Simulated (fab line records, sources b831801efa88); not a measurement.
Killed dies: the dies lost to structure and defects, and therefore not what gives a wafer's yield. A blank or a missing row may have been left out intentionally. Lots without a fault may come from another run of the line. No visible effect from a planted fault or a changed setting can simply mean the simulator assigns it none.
A lot that was struck, set against a sound lot :: flow gf180mcu :: 22 steps out of a route of 602
Sound: wafers L347.1, L347.3, L347.6. Struck: wafers L358.1, L358.2, L358.3. Last of all comes the cause.
At each step with rows: each side's tool, then ch and its chambers, then its first start. Under that, the readings that differ: sound wafers :: struck wafers :: difference of the means :: sigmas: that difference in standard deviations of wafers without a fault.
alike: same words and numbers on both sides, and readings whose means sit less than 2 such deviations apart. not compared: any withheld reading, any reading some wafer has no value for, any bound like >300 that may hide the same value, and any number with overlapping values for which the record gives no deviation.
Wherever a step has rows on one side only, a row that says differs or no value, or a row with sigmas, the two part there. Non-overlapping numbers with no deviation appear without sigmas and do not part them. A reading that every wafer of one side lacks parts them only if that side has two wafers or more.

first, 1 step without rows for these wafers: GF_HV_LDD_CLEAN_51 (cleans in SC1/SC2, time 150 s).
GF_HV_LDD_RTA_52: time 10 s.
  sound on rtpAnneal-01 ch 0, day 12 18:31; struck on rtpAnneal-02 ch 0, day 16 07:43
  alike: annealTempCMax, lampPowerPct, wafer_temp_C_max
GF_HV_LDD_RS_MEAS_53: the measuring method here is four-point-probe.
  sound on filmMetro-03 at day 12 18:35; struck on filmMetro-01 at day 16 07:51
  alike: HV_LDD_RS
then, 1 step without rows for these wafers: GF_HV_LDD_CVD_54 (deposits SiO2 from TEOS, target thk 10 nm, time 75 s).
GF_HV_LDD_THK_MEAS_55:
  sound on filmMetro-04 at day 12 20:14; struck on filmMetro-03 at day 16 09:00
  alike: HV_LDD_CVD_54_THK
then, 1 step without rows for these wafers: GF_HV_LDD_CVD_56 (deposits Si3N4 from DCS/NH3, target thk 90 nm, time 1543 s).
GF_HV_LDD_THK_MEAS_57:
  sound on filmMetro-04 at day 12 21:44; struck on filmMetro-04 at day 16 10:29
  alike: HV_LDD_CVD_56_THK
GF_HV_LDD_ETCHBACK_58: etches Si3N4 in CH3F/O2, stops on SiO2, time 100 s, target depth 90 nm.
  sound on rieDiel-01 ch 1,3, day 12 21:47; struck on rieDiel-01 ch 0,2,3, day 16 10:32
  alike: drypumpMotorCurrentA, oesProductAu, throttleValvePct
  not compared: rfHoursCounterH
then, 4 steps without rows for these wafers: GF_NSD_DEHYDRATE_00 (time 60 s); GF_NSD_HMDS_01 (prime time 60 s); GF_NSD_COAT_02 (resist thk 1000 nm); GF_NSD_SOFTBAKE_03 (time 60 s).
GF_NSD_EXPOSE_04: exposes mask Nplus, target cd 400 nm.
  sound on ilineStepper-01 ch 0, day 13 07:27; struck on ilineStepper-02 ch 0, day 16 21:57
reading: mask
sound: Nplus#0 Nplus#0 Nplus#0
struck: Pplus_HV_AREA#0 Pplus_HV_AREA#0 Pplus_HV_AREA#0
difference: differs
sigmas: 
  alike: reticleTempC
then, 2 steps without rows for these wafers: GF_NSD_PEB_05; GF_NSD_DEVELOP_06 (develop time 60 s).
GF_NSD_CD_MEAS_07 targets a cd of 400 nm.
  sound on cdSem-02 at day 13 16:48; struck on cdSem-02 at day 17 09:49
reading: cdNm (nm)
sound: 397.8 397.5 399.0
struck: - - -
difference: no value on the struck wafers
sigmas: 
GF_NSD_OVL_MEAS_08:
  sound on overlay-02 at day 13 16:55; struck on overlay-01 at day 17 09:56
reading: NSD_OVL (nm)
sound: 0.4 1.6 -0.5
struck: - - -
difference: no value on the struck wafers
sigmas: 
then, 2 steps without rows for these wafers: GF_NSD_IMPLANT_09; GF_NSD_IMPLANT_10.
GF_NSD_STRIP_11: strips in O2/N2.
  sound on plasmaAsher-01 ch 0,1, day 13 17:16; struck on plasmaAsher-03 ch 0,1, day 17 10:16
  alike: drypumpMotorCurrentA, heaterPowerW, oesProductAu, stripTimeToEndpointS
  not compared: rfHoursCounterH
GF_NSD_TW_MEAS_12:
  sound on filmMetro-02 at day 13 17:22; struck on filmMetro-02 at day 17 10:35
reading: NSD_TW
sound: 4338 4298 4299
struck: 30 30 30
difference: -4282
sigmas: -99 or more
  not compared: hold
GF_PASSIVATION_PROBE_99:
  the record holds rows for the sound wafers here (prober-01, day 29 10:08) but none for the struck ones

== WHERE THEY PART ==
Earliest at GF_NSD_EXPOSE_04; latest, in this record, at GF_PASSIVATION_PROBE_99.

WHY: what the simulator had put in
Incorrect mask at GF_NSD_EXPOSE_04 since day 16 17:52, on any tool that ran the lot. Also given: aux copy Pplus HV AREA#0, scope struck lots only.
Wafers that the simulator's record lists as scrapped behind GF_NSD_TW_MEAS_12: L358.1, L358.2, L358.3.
